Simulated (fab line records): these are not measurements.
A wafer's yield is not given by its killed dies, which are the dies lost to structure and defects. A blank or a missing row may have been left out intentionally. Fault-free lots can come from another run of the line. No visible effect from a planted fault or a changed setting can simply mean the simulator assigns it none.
Check for tools in common || flow sky130 || Sample size 13 lots and 39 wafers

== REASON FOR OPENING ==
2 of 13 lots carry a flag on the reading VT_ADJUST_PCH_TW at SKY_VT_ADJUST_PCH_TW_MEAS_10. Fault-free wafers read 142.5, with a standard deviation of 1.1.
Rule: a lot is flagged in two cases, either no wafer of it has a number, or all its wafers with numbers fall more than 4 standard deviations from that mean. All remaining lots are regarded as sound.

{"lot": "L485", "measured": "day 11 03:29", "on": "film metro-02", "VT_ADJUST_PCH_TW, wafer by wafer": "143.0 142.4 142.2", "flag": ""}
{"lot": "L488", "measured": "day 12 02:05", "on": "film metro-02", "VT_ADJUST_PCH_TW, wafer by wafer": "143.5 142.9 143.2", "flag": ""}
{"lot": "L489", "measured": "day 12 04:23", "on": "film metro-03", "VT_ADJUST_PCH_TW, wafer by wafer": "141.3 141.4 141.7", "flag": ""}
{"lot": "L491", "measured": "day 13 08:37", "on": "film metro-02", "VT_ADJUST_PCH_TW, wafer by wafer": "127.1 127.1 127.1", "flag": "FLAGGED"}
{"lot": "L495", "measured": "day 14 09:10", "on": "film metro-01", "VT_ADJUST_PCH_TW, wafer by wafer": "128.8 129.0 128.8", "flag": "FLAGGED"}
{"lot": "L496", "measured": "day 14 10:38", "on": "film metro-03", "VT_ADJUST_PCH_TW, wafer by wafer": "141.6 142.1 142.1", "flag": ""}
{"lot": "L498", "measured": "day 15 09:29", "on": "film metro-03", "VT_ADJUST_PCH_TW, wafer by wafer": "142.4 141.7 140.9", "flag": ""}
{"lot": "L499", "measured": "day 16 12:29", "on": "film metro-01", "VT_ADJUST_PCH_TW, wafer by wafer": "145.1 144.0 143.5", "flag": ""}
{"lot": "L501", "measured": "day 16 14:22", "on": "film metro-02", "VT_ADJUST_PCH_TW, wafer by wafer": "142.0 141.8 141.5", "flag": ""}
{"lot": "L502", "measured": "day 16 15:14", "on": "film metro-01", "VT_ADJUST_PCH_TW, wafer by wafer": "143.7 143.7 143.5", "flag": ""}
{"lot": "L503", "measured": "day 16 21:13", "on": "film metro-01", "VT_ADJUST_PCH_TW, wafer by wafer": "144.2 143.8 143.4", "flag": ""}
{"lot": "L504", "measured": "day 17 07:21", "on": "film metro-01", "VT_ADJUST_PCH_TW, wafer by wafer": "143.7 144.8 144.3", "flag": ""}
{"lot": "L506", "measured": "day 18 00:53", "on": "film metro-02", "VT_ADJUST_PCH_TW, wafer by wafer": "141.1 141.0 140.6", "flag": ""}
On average the flagged lots' numbers are 128.0, which is -14.5 against the usual, or -13 standard deviations.

== TOOL THAT RAN EACH LOT ==
The record holds 1 process step before the reading, out of a route of 708 steps. Read each cell as the tool, then ch plus the chambers that the sampled wafers visited, then the start.
{"lot": "L485", "flag": "", "SKY_VT_ADJUST_PCH_IMPLANT_08": "implanter-02 ch 0, day 11 03:14"}
{"lot": "L488", "flag": "", "SKY_VT_ADJUST_PCH_IMPLANT_08": "implanter-02 ch 0, day 12 01:50"}
{"lot": "L489", "flag": "", "SKY_VT_ADJUST_PCH_IMPLANT_08": "implanter-02 ch 0, day 12 04:08"}
{"lot": "L491", "flag": "FLAGGED", "SKY_VT_ADJUST_PCH_IMPLANT_08": "implanter-01 ch 0, day 13 08:24"}
{"lot": "L495", "flag": "FLAGGED", "SKY_VT_ADJUST_PCH_IMPLANT_08": "implanter-01 ch 0, day 14 08:58"}
{"lot": "L496", "flag": "", "SKY_VT_ADJUST_PCH_IMPLANT_08": "implanter-02 ch 0, day 14 10:25"}
{"lot": "L498", "flag": "", "SKY_VT_ADJUST_PCH_IMPLANT_08": "implanter-02 ch 0, day 15 09:15"}
{"lot": "L499", "flag": "", "SKY_VT_ADJUST_PCH_IMPLANT_08": "implanter-01 ch 0, day 16 12:15"}
{"lot": "L501", "flag": "", "SKY_VT_ADJUST_PCH_IMPLANT_08": "implanter-02 ch 0, day 16 14:08"}
{"lot": "L502", "flag": "", "SKY_VT_ADJUST_PCH_IMPLANT_08": "implanter-01 ch 0, day 16 15:00"}
{"lot": "L503", "flag": "", "SKY_VT_ADJUST_PCH_IMPLANT_08": "implanter-02 ch 0, day 16 20:59"}
{"lot": "L504", "flag": "", "SKY_VT_ADJUST_PCH_IMPLANT_08": "implanter-02 ch 0, day 17 07:06"}
{"lot": "L506", "flag": "", "SKY_VT_ADJUST_PCH_IMPLANT_08": "implanter-01 ch 0, day 18 00:38"}
What the steps here do:
- SKY_VT_ADJUST_PCH_IMPLANT_08
- SKY_VT_ADJUST_PCH_TW_MEAS_10

== FLAGGED OVER TOTAL, TOOL BY TOOL (the gauges that took the reading come last) ==
{"step": "SKY_VT_ADJUST_PCH_IMPLANT_08", "tool": "implanter-01", "lots run": 5, "flagged": 2, "share of the flagged lots": "all", "sound lots run after its first flagged lot": "3 (L499,L502,L506)"}
{"step": "SKY_VT_ADJUST_PCH_IMPLANT_08", "tool": "implanter-02", "lots run": 8, "flagged": 0, "share of the flagged lots": "none", "sound lots run after its first flagged lot": "-"}
{"step": "SKY_VT_ADJUST_PCH_TW_MEAS_10", "tool": "film metro-01", "lots run": 5, "flagged": 1, "share of the flagged lots": "some", "sound lots run after its first flagged lot": "4 (L499,L502,L503,L504)"}
{"step": "SKY_VT_ADJUST_PCH_TW_MEAS_10", "tool": "film metro-02", "lots run": 5, "flagged": 1, "share of the flagged lots": "some", "sound lots run after its first flagged lot": "2 (L501,L506)"}
{"step": "SKY_VT_ADJUST_PCH_TW_MEAS_10", "tool": "film metro-03", "lots run": 3, "flagged": 0, "share of the flagged lots": "none", "sound lots run after its first flagged lot": "-"}

== WHAT IS ALLOWED BY THE TABLE ==
1 row of the table ran every flagged lot: implanter-01 at SKY_VT_ADJUST_PCH_IMPLANT_08.
- implanter-01 at SKY_VT_ADJUST_PCH_IMPLANT_08: 2 of its 5 lots flagged. Sound lots followed the first flagged one (L499, L502, L506) on it, something a lasting fault affecting the whole tool could not allow. Its own readings lie more than 4 standard deviations out on every wafer of the flagged lots: dose ions cm2, faraday current uA.
Not one row of the table ran every flagged lot while running no sound lot after the first.

== WHAT WAS PUT IN BY THE SIMULATOR ==
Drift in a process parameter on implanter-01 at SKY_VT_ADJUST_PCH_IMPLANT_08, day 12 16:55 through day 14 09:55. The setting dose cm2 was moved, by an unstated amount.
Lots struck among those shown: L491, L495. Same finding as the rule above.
